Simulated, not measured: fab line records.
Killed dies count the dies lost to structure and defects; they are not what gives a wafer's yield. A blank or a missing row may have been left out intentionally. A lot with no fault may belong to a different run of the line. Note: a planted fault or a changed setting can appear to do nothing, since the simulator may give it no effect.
The tool behind it: which one? ; flow sfq-line ; Sampling: 7 lots, 21 wafers, 2 of 325 route steps

== WHAT EACH GAUGE READ, for each wafer ==
SFQ_I7_BOW_MEAS_946.
lot;measured;on;I7_BOW (um)
L679;day 77 11:17;film-metro-01;21 8 30
L681;day 77 19:30;film-metro-03;10 5 9
L683;day 78 08:44;film-metro-01;-8 12 -7
L685;day 79 03:34;film-metro-03;6 10 -1
L687;day 82 22:00;film-metro-02;-11 -7 -8
L692;day 87 17:44;film-metro-01;8 12 25
L697;day 88 05:53;film-metro-02;15 5 9 - - -

== EACH LOT AND THE TOOL THAT RAN IT (in order: tool; ch and the chambers of the sampled wafers; start) ==
lot;SFQ_TRILAYER_I7_CMP_CMP_184
L679;cmp-01 ch 1,2,3, day 77 08:17
L681;cmp-02 ch 0,2,3, day 77 16:30
L683;cmp-01 ch 1,3, day 78 05:43
L685;cmp-01 ch 0,2, day 79 01:04
L687;cmp-02 ch 0,3, day 82 19:00
L692;cmp-02 ch 1,2,3, day 87 15:43
L697;cmp-02 ch 0,2,3, day 88 02:53
- SFQ_TRILAYER_I7_CMP_CMP_184: polishes SiO2.

== THE ANSWER, worked out from the rows above alone ==
Rule: usual is defined by the lots themselves. Put in order of their means at a reading, lots are off if they are a third of the lots or fewer, leave a main group of 4 or more, and stand apart from it by a gap of 3 or more times the standard deviation of the main group's means; of several such gaps the widest counts. Not used: any main group whose means are identical at the precision the tables above print for the reading. A lot without any number at a reading at which 4 lots or more have one is off too. The other lots that the step has rows for count as sound.
No lot is off at any reading shown: from this, nothing can be told.

== WHAT THE SIMULATOR PUT IN ==
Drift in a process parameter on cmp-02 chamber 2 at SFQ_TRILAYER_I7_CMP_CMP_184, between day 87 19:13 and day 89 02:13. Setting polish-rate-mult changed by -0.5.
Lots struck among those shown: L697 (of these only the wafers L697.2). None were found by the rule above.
